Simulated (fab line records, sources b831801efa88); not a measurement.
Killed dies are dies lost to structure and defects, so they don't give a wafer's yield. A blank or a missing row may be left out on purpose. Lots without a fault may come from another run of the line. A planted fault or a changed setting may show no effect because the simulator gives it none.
Chamber matching | flow gf180mcu | GF_CONTACT_CMP_27 on cmp-02: 4 sister chambers
The step polishes, stops on SiO2, t overpolish 15 s, target thk 0 nm. 8 wafers are shown with their chamber, then 7 later ones without.

WAFERS WITH THEIR CHAMBER
wafer  | chamber | motor_current_A (A) | platen_rpm (rpm)
L405.4 | 1       | 11.1                | 60.02
L407.1 | 2       | 10.6                | 59.99
L407.6 | 0       | 10.1                | 60.00
L420.2 | 3       | 10.5                | 60.00
L420.3 | 0       | 10.3                | 60.01
L420.4 | 1       | 11.5                | 60.02
L422.2 | 3       | 10.5                | 59.99
L422.3 | 2       | 10.4                | 59.95

WAFERS WITHOUT THEIR CHAMBER
wafer  | motor_current_A (A) | platen_rpm (rpm)
L422.5 | 11.1                | 60.00
L424.2 | 10.3                | 60.01
L424.5 | 9.9                 | 59.99
L424.6 | 11.4                | 59.93
L426.3 | 10.2                | 59.98
L426.4 | 11.1                | 60.03
L426.5 | 10.7                | 60.02

WHICH CHAMBER EACH WENT THROUGH
wafer  | from the rows above               | in truth
L422.5 | can't be placed: 1 or 3           | 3
L424.2 | can't be placed: 0 or 3           | 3
L424.5 | can't be placed: 0 or 3 or 2      | 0
L424.6 | can't be placed: 2 or 1 or 3      | 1
L426.3 | can't be placed: 0 or 2 or 3      | 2
L426.4 | 1                                 | 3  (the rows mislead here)
L426.5 | can't be placed: 3 or 0 or 1 or 2 | 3
Placed correctly: 0 of 7. Can't be placed from these rows: 6 (the true chamber is among the candidates in 6). Placed wrongly: 1.
How it was worked out, from the rows above alone: a wafer's distance from a chamber is the root of the sum, over the readings, of the square of ((its reading less the chamber's mean) divided by the reading's scatter). The wafer belongs to the nearest chamber; if the next one is less than 2 further off, it can't be placed. A chamber's mean is the mean of its shown wafers. The scatter: the root of (the sum of the squares of (reading less its chamber's mean) over the shown wafers, divided by (wafers less chambers)).
